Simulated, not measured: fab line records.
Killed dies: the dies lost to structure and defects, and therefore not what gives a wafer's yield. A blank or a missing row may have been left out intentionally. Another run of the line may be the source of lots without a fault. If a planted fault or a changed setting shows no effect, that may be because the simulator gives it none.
What tool caused it?    flow sky130    Sampling: 7 lots, 21 wafers, 3 of 708 route steps

== WHAT EACH GAUGE READ, for each wafer ==
SKY_METAL4_CD_MEAS_13: target cd 300 nm.
lot   measured      on         cd-nm (nm)
L695  day 42 11:13  cd-sem-02  300.8 301.3 299.5
L697  day 42 16:48  cd-sem-02  300.7 299.2 298.4
L705  day 44 22:31  cd-sem-01  298.4 297.6 298.7
L707  day 45 11:05  cd-sem-02  300.9 301.6 301.6
L713  day 46 19:51  cd-sem-02  299.8 299.9 300.3
L715  day 47 19:29  cd-sem-02  300.9 299.8 300.8
L717  day 47 21:52  cd-sem-01  300.5 300.3 300.9

== EACH LOT AND THE TOOL THAT RAN IT (in order: tool; ch and the chambers of the sampled wafers; start) ==
lot   SKY_CONTACT_CLEAN_22             SKY_CAP2M_SPUTTER_02
L695  wet-bench-02 ch 1, day 32 12:07  pvd-sputter-02, day 40 11:45
L697  wet-bench-02 ch 3, day 32 15:37  pvd-sputter-04, day 40 16:35
L705  wet-bench-02 ch 1, day 35 08:31  pvd-sputter-03, day 43 02:22
L707  wet-bench-04 ch 1, day 36 00:53  pvd-sputter-04, day 43 14:26
L713  wet-bench-03 ch 0, day 37 16:56  pvd-sputter-03, day 45 01:16
L715  wet-bench-02 ch 2, day 38 21:30  pvd-sputter-03, day 46 02:07
L717  wet-bench-02 ch 2, day 38 23:43  pvd-sputter-02, day 46 04:32
- SKY_CONTACT_CLEAN_22: cleans in O3/DIW.
- SKY_CAP2M_SPUTTER_02: material TiN, target thk 200 nm, time 166.7 s.

== THE ANSWER, worked out from the rows above alone ==
Rule: what is usual is taken from the lots themselves. Put in order of their means at a reading, lots are off if they are a third of the lots or fewer, leave a main group of 4 or more, and stand apart from it by a gap of 3 or more times the standard deviation of the main group's means; of several such gaps the widest counts. If all means in a main group match to the digits the tables above print for the reading, that group is not used. Also off: a lot with no number at a reading for which 4 or more lots have one. All remaining lots with rows at the step are treated as sound.
None of the lots is off at any reading shown; this tells nothing.

== WHAT WAS PUT IN BY THE SIMULATOR ==
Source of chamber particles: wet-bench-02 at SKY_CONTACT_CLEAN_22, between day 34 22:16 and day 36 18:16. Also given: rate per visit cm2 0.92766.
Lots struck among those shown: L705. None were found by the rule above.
